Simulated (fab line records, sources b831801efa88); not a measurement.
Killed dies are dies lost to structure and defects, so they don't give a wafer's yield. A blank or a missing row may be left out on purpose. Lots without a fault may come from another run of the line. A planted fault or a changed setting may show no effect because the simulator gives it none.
A struck lot beside a sound one | flow sky130 | 14 steps out of a route of 708
Sound: wafers L137.1, L137.2, L137.6. Struck: wafers L148.1, L148.4, L148.6. The cause comes at the end.
At each step with rows: each side's tool, then ch and its chambers, then its first start. Under that, the readings that differ: sound wafers | struck wafers | difference of the means | sigmas: that difference in standard deviations of wafers without a fault.
alike: readings whose means differ by less than 2 such deviations, and words and numbers that are the same on both sides. not compared: withheld readings, readings that some wafer has no value for, bounds like >300 that may hide the same value, and numbers for which the record gives no deviation and whose values overlap.
The two part at a step that has a row with sigmas, a row that says differs or no value, or rows on one side only. Numbers that don't overlap but have no deviation are shown without sigmas and don't part them. A reading that every wafer of one side lacks parts them only if that side has two wafers or more.

first, 2 steps without rows for these wafers: SKY_VIA3_CLEAN_18 (cleans in IPA, time 180 s); SKY_VIA3_CLEAN_19 (cleans in O3/DIW).
SKY_VIA3_SPUTTER_20: material TiN, target thk 20 nm, time 80 s.
  sound on pvd_sputter-04, day 41 17:31; struck on pvd_sputter-01, day 44 22:34
  alike: throttle_valve_pct
SKY_VIA3_CVD_21: deposits W, target thk 390 nm, time 117.31 s.
  sound on cvd_w-01 ch 0,1, day 41 17:35; struck on cvd_w-02 ch 0, day 44 22:37
  alike: chamber_pressure_Torr, heater_power_outer_w, heater_power_w
SKY_VIA3_RS_MEAS_22: measures by four-point-probe.
  sound on film_metro-04, day 41 17:42; struck on film_metro-03, day 44 22:44
  alike: VIA3_W_RS
SKY_VIA3_THK_MEAS_23: measures by xrf.
  sound on film_metro-04, day 41 17:49; struck on film_metro-03, day 44 22:52
  alike: VIA3_W_THK
then, 1 step without rows for these wafers: SKY_VIA3_CMP_24 (polishes, stops on SiO2, t overpolish 20 s, target thk 0 nm).
SKY_METAL4_SPUTTER_00: material Ti, target thk 15 nm, time 10 s.
  sound on pvd_sputter-04, day 41 18:11; struck on pvd_sputter-04, day 44 23:13
  alike: throttle_valve_pct
SKY_METAL4_SPUTTER_01: material TiN, target thk 20 nm, time 16.7 s.
  sound on pvd_sputter-04, day 41 18:12; struck on pvd_sputter-04, day 44 23:14
  alike: throttle_valve_pct
then, 3 steps without rows for these wafers: SKY_METAL4_SPUTTER_02 (material AlCu, target thk 735 nm, time 39.1 s); SKY_METAL4_SPUTTER_03 (material Ti, target thk 5 nm, time 3.3 s); SKY_METAL4_SPUTTER_04 (material TiN, target thk 70 nm, time 58.3 s).
SKY_CAP2M_CVD_00: deposits SiO2, target thk 15.5 nm.
  sound on pecvd-04 ch 0,1, day 41 18:20; struck on pecvd-02 ch 1,2, day 44 23:22
  no value came back on the struck wafers for heater_power_outer_w (W), heater_power_w (W); on the sound wafers heater_power_outer_w (W) reads 443 486 442
SKY_CAP2M_SPUTTER_02: material TiN, target thk 200 nm, time 166.7 s.
  sound on pvd_sputter-02, day 41 18:25; struck on pvd_sputter-02, day 44 23:28
  alike: substrate_temp_c, throttle_valve_pct

WHERE THEY PART
Only at SKY_CAP2M_CVD_00, within this record. Later steps at which nothing parts them and some readings are alike: SKY_CAP2M_SPUTTER_02.

WHY: what the simulator had put in
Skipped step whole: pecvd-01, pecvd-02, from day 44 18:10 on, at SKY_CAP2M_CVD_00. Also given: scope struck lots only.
